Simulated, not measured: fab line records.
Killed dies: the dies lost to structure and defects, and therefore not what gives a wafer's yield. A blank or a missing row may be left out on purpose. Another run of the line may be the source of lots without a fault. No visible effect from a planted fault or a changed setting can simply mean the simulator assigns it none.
Tool commonality check	flow sky130	42 wafers sampled across 14 lots

REASON FOR OPENING
SKY_VT_ADJUST_NCORE_TW_MEAS_11, reading VT_ADJUST_NCORE_TW: flagged on 2 of 14 lots. Fault-free wafers read 218.3, with a standard deviation of 1.
Rule: flag the lot when none of its wafers has a number, or when each of its wafers that has one lies beyond 4 standard deviations from that mean. All remaining lots are regarded as sound.

lot	measured	on	VT_ADJUST_NCORE_TW, wafer by wafer	flag
L949	day 8 11:48	film metro-03	220.9 220.1 219.5	
L952	day 9 09:05	film metro-04	217.6 218.1 218.2	
L955	day 10 10:05	film metro-03	220.0 219.4 219.8	
L956	day 10 13:18	film metro-03	220.4 219.2 219.2	
L958	day 11 02:04	film metro-03	219.3 218.6 218.1	
L959	day 11 10:09	film metro-04	217.5 217.6 217.7	
L961	day 12 03:51	film metro-03	29.8 29.7 29.8	FLAGGED
L962	day 12 08:32	film metro-04	29.8 29.8 29.7	FLAGGED
L967	day 14 00:17	film metro-02	217.6 217.8 218.7	
L968	day 14 03:26	film metro-02	217.7 217.4 218.1	
L969	day 14 09:20	film metro-03	219.5 219.5 218.5	
L970	day 14 19:56	film metro-04	216.9 215.7 216.7	
L971	day 15 05:15	film metro-03	217.0 217.7 217.4	
L972	day 15 10:25	film metro-03	217.0 217.1 218.1	
On average the flagged lots read 29.8, which is -188.5 against the usual, or -99 or more standard deviations.

WHICH TOOL EACH LOT WENT THROUGH
The record keeps 1 process step preceding the reading, out of 708 steps on the route. Each cell gives the tool, then ch followed by the chambers the sampled wafers passed through, then the start.
lot	flag	SKY_VT_ADJUST_NCORE_IMPLANT_09
L949		implanter-04 ch 0, day 8 11:33
L952		implanter-04 ch 0, day 9 08:50
L955		implanter-04 ch 0, day 10 09:48
L956		implanter-01 ch 0, day 10 13:04
L958		implanter-04 ch 0, day 11 01:51
L959		implanter-01 ch 0, day 11 09:55
L961	FLAGGED	implanter-01, day 12 03:37
L962	FLAGGED	implanter-01, day 12 08:17
L967		implanter-03 ch 0, day 14 00:02
L968		implanter-03 ch 0, day 14 03:12
L969		implanter-03 ch 0, day 14 09:05
L970		implanter-01 ch 0, day 14 19:41
L971		implanter-03 ch 0, day 15 05:01
L972		implanter-01 ch 0, day 15 10:11
What is done by these steps:
- SKY_VT_ADJUST_NCORE_IMPLANT_09
- SKY_VT_ADJUST_NCORE_TW_MEAS_11

FLAGGED AGAINST TOTAL, ONE TOOL AT A TIME (gauges that did the reading follow at the end)
step	tool	lots run	flagged	share of the flagged lots	sound lots run after its first flagged lot
SKY_VT_ADJUST_NCORE_IMPLANT_09	implanter-01	6	2	all	2 (L970,L972)
SKY_VT_ADJUST_NCORE_IMPLANT_09	implanter-03	4	0	none	-
SKY_VT_ADJUST_NCORE_IMPLANT_09	implanter-04	4	0	none	-
SKY_VT_ADJUST_NCORE_TW_MEAS_11	film metro-02	2	0	none	-
SKY_VT_ADJUST_NCORE_TW_MEAS_11	film metro-03	8	1	some	3 (L969,L971,L972)
SKY_VT_ADJUST_NCORE_TW_MEAS_11	film metro-04	4	1	some	1 (L970)

WHAT THE TABLE PERMITS
Rows of the table that ran each flagged lot: 1, that is implanter-01 at SKY_VT_ADJUST_NCORE_IMPLANT_09.
- implanter-01 at SKY_VT_ADJUST_NCORE_IMPLANT_09 ran 6 lots, 2 of them flagged. Sound lots ran on it after the first flagged one (L970, L972), which a lasting fault on the whole tool wouldn't allow. On the flagged lots its readings are blank where sound lots have values: beam energy keV, beam on s, dose ions cm2.
Every row of the table either missed a flagged lot or ran a sound lot after the first.

WHAT THE SIMULATOR HAD INSERTED
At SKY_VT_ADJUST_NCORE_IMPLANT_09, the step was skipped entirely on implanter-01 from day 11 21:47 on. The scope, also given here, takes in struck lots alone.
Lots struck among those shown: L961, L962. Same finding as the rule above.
